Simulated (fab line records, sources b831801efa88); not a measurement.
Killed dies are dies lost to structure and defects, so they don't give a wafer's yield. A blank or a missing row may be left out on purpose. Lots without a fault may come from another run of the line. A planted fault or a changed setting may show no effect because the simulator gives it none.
A struck lot beside a sound one | flow sky130 | 16 steps out of a route of 708
Sound: wafers L936.1, L936.2, L936.6. Struck: wafers L928.4, L928.5. (L928.6 of the same lot was not struck and is left out.) The cause comes at the end.
At each step with rows: each side's tool, then ch and its chambers, then its first start. Under that, the readings that differ: sound wafers | struck wafers | difference of the means | sigmas: that difference in standard deviations of wafers without a fault.
alike: readings whose means differ by less than 2 such deviations, and words and numbers that are the same on both sides. not compared: withheld readings, readings that some wafer has no value for, bounds like >300 that may hide the same value, and numbers for which the record gives no deviation and whose values overlap.
The two part at a step that has a row with sigmas, a row that says differs or no value, or rows on one side only. Numbers that don't overlap but have no deviation are shown without sigmas and don't part them. A reading that every wafer of one side lacks parts them only if that side has two wafers or more.

first, 8 steps without rows for these wafers: SKY_POLY_GATE_DEHYDRATE_05 (time 60 s); SKY_POLY_GATE_HMDS_06 (prime time 60 s); SKY_POLY_GATE_COAT_07 (resist thk 110 nm); SKY_POLY_GATE_COAT_08 (resist thk 450 nm); SKY_POLY_GATE_SOFTBAKE_09 (time 90 s); SKY_POLY_GATE_EXPOSE_10 (exposes mask P1M, target cd 150 nm); SKY_POLY_GATE_PEB_11; SKY_POLY_GATE_DEVELOP_12 (develop time 60 s).
SKY_POLY_GATE_CD_MEAS_13: target cd 150 nm.
  sound on cd_sem-02, day 21 13:34; struck on cd_sem-02, day 19 04:10
  alike: cd_nm
SKY_POLY_GATE_OVL_MEAS_14:
  sound on overlay-01, day 21 13:41; struck on overlay-02, day 19 04:15
  alike: POLY_GATE_OVL
SKY_POLY_GATE_ETCH_15: etches BARC in N2/H2, stops on SiO2, time 118.5 s, target depth 110 nm.
  sound on rie_diel-03 ch 0,1,3, day 21 13:43; struck on rie_diel-04 ch 2,3, day 19 04:16
  alike: drypump_motor_current_A, oes_product_au, throttle_valve_pct
  not compared: rf_hours_counter_h
SKY_POLY_GATE_ETCH_16: etches Si3N4 in CH3F/O2, stops on poly-Si, time 147.5 s, target depth 75 nm.
  sound on rie_diel-03 ch 0,1,3, day 21 13:48; struck on rie_diel-04 ch 2,3, day 19 04:21
  alike: ch3f_flow_sccm, drypump_motor_current_A, oes_product_au, throttle_valve_pct
  not compared: rf_hours_counter_h
SKY_POLY_GATE_ETCH_17: etches poly-Si in HBr/Cl2, stops on SiO2, target depth 180 nm, time 70.5 s.
  sound on rie_si-01 ch 2,3, day 21 13:54; struck on rie_si-02 ch 1,3, day 19 04:27
  reading                                          | sound             | struck      | difference | sigmas
  oes_product_au (a.u.)                            | 0.985 0.986 0.982 | 0.999 1.009 | +0.020     | +3
  model.KrF-thick_of_POLY_GATE_COAT_08.thk_nm (nm) | 139.9 142.8 144.3 | 76.53 76.2  | -65.97     |
  model.POLY_GATE.feature_depth_nm (nm)            | 178.1 179.7 177.9 | 183.7 184.4 | +5.5       |
  model.etch.depth_nm (nm)                         | 178.1 179.7 177.9 | 181.7 182.4 | +3.5       |
  alike: drypump_motor_current_A, mfc_cl2_sccm, throttle_valve_pct
  not compared: rf_hours_counter_h
SKY_POLY_GATE_STRIP_18: strips in O2/N2.
  sound on plasma_asher-04 ch 0,1, day 21 13:57; struck on plasma_asher-01 ch 0,1, day 19 04:32
  reading                      | sound             | struck      | difference | sigmas
  oes_product_au (a.u.)        | 0.354 0.358 0.359 | 0.327 0.339 | -0.024     | -5
  strip_time_to_endpoint_s (s) | 3.17 3.20 3.21    | 2.45 2.47   | -0.73      | -22
  alike: drypump_motor_current_A
  not compared: rf_hours_counter_h
then, 1 step without rows for these wafers: SKY_POLY_GATE_CLEAN_19 (cleans in SC1/SC2, time 150 s).
-- the record jumps here: 29 days lie between the struck wafers' starts before and after (it left off in module POLY_GATE and takes up again in module PAD_OPEN, whose first step shown is number 708 of the route) --
SKY_PAD_OPEN_PROBE_99:
  sound on prober-01, day 49 06:18; struck on prober-02, day 47 22:58
  reading                                   | sound             | struck      | difference | sigmas
  model.etest.tip_p.rs_ohm_sq               | 6909 6885 6863    | 8359 8616   | +1602      |
  model.etest.tip_sonos.rs_ohm_sq           | 2718 2666 2718    | 2315 2298   | -394       |
  model.etest.pfet_01v8.r_on_ohm_um         | 2817 2838 2887    | 2780 2686   | -114       |
  model.etest.nfet_01v8_lvt.drive_ua_um     | 589.8 580.7 588.3 | 641.6 644.7 | +56.9      |
  model.etest.nfet_01v8.drive_ua_um         | 515 507.7 511.9   | 563.6 570.5 | +55.5      |
  model.etest.nfet_01v8_turned.drive_ua_um  | 518.3 509 517.4   | 560.9 572.3 | +51.7      |
  model.etest.nfet_01v8_swapped.drive_ua_um | 517.5 506.4 515.9 | 565.3 568.9 | +53.8      |
  model.etest.sram_nfet_pass.drive_ua_um    | 498.7 500.5 509   | 552 552     | +49        |
  alike: killed_at_M0_to_M3, killed_at_M4_up, killed_at_contacts, killed_at_front_end, killed_at_other, killed_dies, killed_on_rim, killed_open, killed_short

WHERE THEY PART
First at SKY_POLY_GATE_ETCH_17; last, within this record, at SKY_POLY_GATE_STRIP_18. Later steps at which nothing parts them and some readings are alike: SKY_PAD_OPEN_PROBE_99.

WHY: what the simulator had put in
Process parameter drift: rie_si-02, from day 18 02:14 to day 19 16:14, at SKY_POLY_GATE_ETCH_17. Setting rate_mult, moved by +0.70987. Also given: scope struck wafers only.
